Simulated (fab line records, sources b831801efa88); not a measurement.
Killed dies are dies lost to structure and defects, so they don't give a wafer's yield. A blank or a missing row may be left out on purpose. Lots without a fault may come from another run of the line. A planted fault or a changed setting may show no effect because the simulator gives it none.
A struck lot beside a sound one | flow sfq_line | 24 steps out of a route of 325
Sound: wafers L782.1, L782.3, L782.4. Struck: wafers L788.2, L788.4, L788.6. The cause comes at the end.
At each step with rows: each side's tool, then ch and its chambers, then its first start. Under that, the readings that differ: sound wafers | struck wafers | difference of the means | sigmas: that difference in standard deviations of wafers without a fault.
alike: readings whose means differ by less than 2 such deviations, and words and numbers that are the same on both sides. not compared: withheld readings, readings that some wafer has no value for, bounds like >300 that may hide the same value, and numbers for which the record gives no deviation and whose values overlap.
The two part at a step that has a row with sigmas, a row that says differs or no value, or rows on one side only. Numbers that don't overlap but have no deviation are shown without sigmas and don't part them. A reading that every wafer of one side lacks parts them only if that side has two wafers or more.

first, 6 steps without rows for these wafers: SFQ_TRILAYER_I2_VIA_LITHO_COAT_072 (resist thk 62 nm); SFQ_TRILAYER_I2_VIA_LITHO_COAT_067 (resist thk 650 nm); SFQ_TRILAYER_I2_VIA_LITHO_SOFTBAKE_071; SFQ_TRILAYER_I2_VIA_LITHO_EXPOSE_068 (exposes mask I2, target cd 500 nm); SFQ_TRILAYER_I2_VIA_LITHO_PEB_070 (peb time 60 s); SFQ_TRILAYER_I2_VIA_LITHO_DEVELOP_069 (time 60 s).
SFQ_I2_OVL_MEAS_918:
  sound on overlay-02, day 30 06:47; struck on overlay-02, day 31 17:08
  alike: I2_OVL
SFQ_TRILAYER_I2_VIA_BARC_OPEN_VIA_ETCH_096: etches BARC in O2, target depth 125 nm, time 41.7 s.
  sound on rie_diel-04 ch 0,1,2, day 30 06:49; struck on rie_diel-02 ch 0,1,3, day 31 17:10
  alike: drypump_motor_current_A, oes_product_au, rf_fwd_power_W
  not compared: rf_hours_counter_h
SFQ_TRILAYER_I2_VIA_ETCH_VIA_ETCH_070: etches SiO2 in CHF3, stops on Nb, target depth 260 nm.
  sound on rie_diel-04 ch 0,1,2, day 30 06:51; struck on rie_diel-02 ch 0,1,3, day 31 17:12
  alike: drypump_motor_current_A, oes_product_au, rf_fwd_power_W
SFQ_TRILAYER_I2_VIA_STRIP_STRIP_071: strips in O2.
  sound on rie_metal-01 ch 0,1, day 30 06:58; struck on rie_metal-01 ch 1, day 31 17:19
  alike: drypump_motor_current_A, oes_product_au, platen_temp_c
  not compared: rf_hours_counter_h
then, 2 steps without rows for these wafers: SFQ_TRILAYER_I2_VIA_STRIP_SOLV_CLEAN_072 (cleans in NMP, time 600 s); SFQ_TRILAYER_M3_DEP_PRE_CLEAN_074 (time 22.5 s).
SFQ_TRILAYER_M3_DEP_SPUTTER_073: material Nb, target thk 200 nm, time 133.3 s.
  sound on pvd_sputter-03, day 30 07:47; struck on pvd_sputter-05, day 31 18:23
  alike: substrate_temp_c, throttle_valve_pct
SFQ_M3_RS_MEAS_919: measures by four-point-probe.
  sound on film_metro-04, day 30 07:53; struck on film_metro-03, day 31 18:29
  reading           | sound             | struck            | difference | sigmas
  M3_NB_RS (ohm/sq) | 0.893 0.890 0.888 | 0.441 0.443 0.441 | -0.449     | -46
then, 6 steps without rows for these wafers: SFQ_TRILAYER_M3_LITHO_COAT_080 (resist thk 62 nm); SFQ_TRILAYER_M3_LITHO_COAT_075 (resist thk 600 nm); SFQ_TRILAYER_M3_LITHO_SOFTBAKE_079; SFQ_TRILAYER_M3_LITHO_EXPOSE_076 (exposes mask M3, target cd 500 nm); SFQ_TRILAYER_M3_LITHO_PEB_078 (peb time 60 s); SFQ_TRILAYER_M3_LITHO_DEVELOP_077 (time 60 s).
-- the record jumps here: 2 days lie between the struck wafers' starts before and after --
SFQ_M3_OVL_MEAS_921:
  sound on overlay-02, day 32 10:39; struck on overlay-01, day 34 06:25
  alike: M3_OVL
SFQ_TRILAYER_M3_BARC_OPEN_METAL_ETCH_100: etches BARC in O2, target depth 125 nm, time 41.7 s.
  sound on rie_metal-04 ch 0,1, day 32 10:41; struck on rie_metal-04 ch 1, day 34 06:26
  alike: drypump_motor_current_A, oes_product_au, rf_fwd_power_W
  not compared: rf_hours_counter_h
SFQ_TRILAYER_M3_ETCH_METAL_ETCH_078: etches Nb in Cl2/Ar, stops on SiO2, target depth 240 nm, time 120 s.
  sound on rie_metal-04 ch 0,1, day 32 10:45; struck on rie_metal-04 ch 1, day 34 06:30
  reading                        | sound             | struck            | difference | sigmas
  oes_product_au (a.u.)          | 0.894 0.895 0.893 | 1.013 1.008 1.001 | +0.113     | +16
  model.etch.depth_nm (nm)       | 199.2 200.2 200.7 | 244.5 241.7 241.7 | +42.6      |
  model.M3.feature_depth_nm (nm) | 199.2 200.2 200.7 | 244.5 241.7 241.7 | +42.6      |
  alike: drypump_motor_current_A, rf_fwd_power_W
  not compared: rf_hours_counter_h
SFQ_TRILAYER_M3_STRIP_STRIP_079: strips in O2.
  sound on rie_metal-04 ch 0,1, day 32 10:52; struck on rie_metal-04 ch 1, day 34 06:37
  alike: drypump_motor_current_A, oes_product_au, platen_temp_c
  not compared: rf_hours_counter_h

WHERE THEY PART
First at SFQ_M3_RS_MEAS_919; last, within this record, at SFQ_TRILAYER_M3_ETCH_METAL_ETCH_078. Later steps at which nothing parts them and some readings are alike: SFQ_TRILAYER_M3_STRIP_STRIP_079.

WHY: what the simulator had put in
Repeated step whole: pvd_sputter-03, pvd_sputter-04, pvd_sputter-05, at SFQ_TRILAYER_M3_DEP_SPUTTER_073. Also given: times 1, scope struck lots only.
